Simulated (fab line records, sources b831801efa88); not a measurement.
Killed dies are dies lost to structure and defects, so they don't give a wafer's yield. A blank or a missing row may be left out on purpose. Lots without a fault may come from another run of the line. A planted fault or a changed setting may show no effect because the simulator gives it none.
A struck lot beside a sound one | flow gf180mcu | 23 steps out of a route of 602
Sound: wafers L833.3, L833.5, L833.6. Struck: wafers L846.2, L846.4, L846.6. The cause comes at the end.
At each step with rows: each side's tool, then ch and its chambers, then its first start. Under that, the readings that differ: sound wafers | struck wafers | difference of the means | sigmas: that difference in standard deviations of wafers without a fault.
alike: readings whose means differ by less than 2 such deviations, and words and numbers that are the same on both sides. not compared: withheld readings, readings that some wafer has no value for, bounds like >300 that may hide the same value, and numbers for which the record gives no deviation and whose values overlap.
The two part at a step that has a row with sigmas, a row that says differs or no value, or rows on one side only. Numbers that don't overlap but have no deviation are shown without sigmas and don't part them. A reading that every wafer of one side lacks parts them only if that side has two wafers or more.

first, 8 steps without rows for these wafers: GF_DNWELL_DEHYDRATE_00 (time 60 s); GF_DNWELL_HMDS_01 (prime time 60 s); GF_DNWELL_COAT_02 (resist thk 3000 nm); GF_DNWELL_SOFTBAKE_03; GF_DNWELL_EXPOSE_04 (exposes mask DNWELL, target cd 1700 nm); GF_DNWELL_PEB_05; GF_DNWELL_DEVELOP_06 (develop time 60 s); GF_DNWELL_IMPLANT_07.
GF_DNWELL_STRIP_08: strips in O2/N2.
  sound on plasma_asher-03 ch 0,1, day 2 16:59; struck on plasma_asher-02 ch 0,1, day 5 17:34
  reading                      | sound             | struck            | difference | sigmas
  strip_time_to_endpoint_s (s) | 36.85 36.85 36.86 | 37.10 37.13 37.02 | +0.23      | +2
  alike: drypump_motor_current_A, heater_power_w, oes_product_au, platen_temp_c
  not compared: rf_hours_counter_h
GF_DNWELL_TW_MEAS_09:
  sound on film_metro-03, day 2 17:04; struck on film_metro-03, day 5 17:41
  alike: DNWELL_TW
then, 2 steps without rows for these wafers: GF_NWELL_DEHYDRATE_00 (time 60 s); GF_NWELL_HMDS_01 (prime time 60 s).
GF_NWELL_COAT_02: resist thk 3000 nm.
  sound on litho_track-02 ch 0, day 2 23:04; struck on litho_track-04 ch 0, day 6 01:10
  reading                                 | sound          | struck         | difference | sigmas
  model.coat_of_NWELL_COAT_02.thk_nm (nm) | 3018 3009 3012 | 1506 1504 1505 | -1508      |
then, 3 steps without rows for these wafers: GF_NWELL_SOFTBAKE_03; GF_NWELL_EXPOSE_04 (exposes mask Nwell, target cd 860 nm); GF_NWELL_PEB_05.
GF_NWELL_DEVELOP_06: develop time 60 s.
  sound on litho_track-04 ch 0; struck on litho_track-03 ch 0
  reading                                 | sound          | struck         | difference | sigmas
  model.coat_of_NWELL_COAT_02.thk_nm (nm) | 3017 3008 3011 | 1505 1503 1504 | -1508      |
  alike: developer_temp_C
GF_NWELL_OVL_MEAS_07:
  sound on overlay-01, day 3 05:19; struck on overlay-02, day 6 08:28
  alike: NWELL_OVL
then, 2 steps without rows for these wafers: GF_NWELL_IMPLANT_08; GF_NWELL_IMPLANT_09.
GF_NWELL_STRIP_10: strips in O2/N2.
  sound on plasma_asher-03 ch 0,1, day 3 05:40; struck on plasma_asher-01 ch 1, day 6 08:48
  reading                      | sound             | struck            | difference | sigmas
  heater_power_w (W)           | 287 300 320       | 383 385 375       | +79        | +2
  strip_time_to_endpoint_s (s) | 37.18 37.07 37.09 | 19.56 19.53 19.53 | -17.57     | -99 or more
  alike: drypump_motor_current_A, oes_product_au, platen_temp_c
  not compared: rf_hours_counter_h
GF_NWELL_TW_MEAS_11:
  sound on film_metro-04, day 3 05:45; struck on film_metro-01, day 6 08:55
  alike: NWELL_TW
-- the record jumps here: 27 days lie between the struck wafers' starts before and after (it left off in module NWELL and takes up again in module PASSIVATION, whose first step shown is number 602 of the route) --
GF_PASSIVATION_PROBE_99:
  sound on prober-02, day 28 16:12; struck on prober-01, day 32 21:07
  reading                                   | sound                         | struck                       | difference | sigmas
  model.etest.pwell_in_dnwell.line_ohm_um   | 3977 4130 4073                | 6156 6253 6197               | +2142      |
  model.etest.ldpmos_10p0.r_on_ohm_um       | 1.078e+04 1.097e+04 1.088e+04 | 1.182e+04 1.171e+04 1.17e+04 | +8.667e+02 |
  model.etest.pwell_in_dnwell.width_nm (nm) | 597.7 597.4 597.8             | 421.1 418.7 420.3            | -177.6     |
  model.etest.nwell.width_nm (nm)           | 861.9 864.6 864.1             | 897 903.6 902.5              | +38        |
  model.etest.ldpmos_10p0.drive_ua_um       | 268.7 268.7 269.6             | 245.7 249.2 246.2            | -22.0      |

WHERE THEY PART
First at GF_DNWELL_STRIP_08; last, within this record, at GF_NWELL_STRIP_10. Later steps at which nothing parts them and some readings are alike: GF_NWELL_TW_MEAS_11.

WHY: what the simulator had put in
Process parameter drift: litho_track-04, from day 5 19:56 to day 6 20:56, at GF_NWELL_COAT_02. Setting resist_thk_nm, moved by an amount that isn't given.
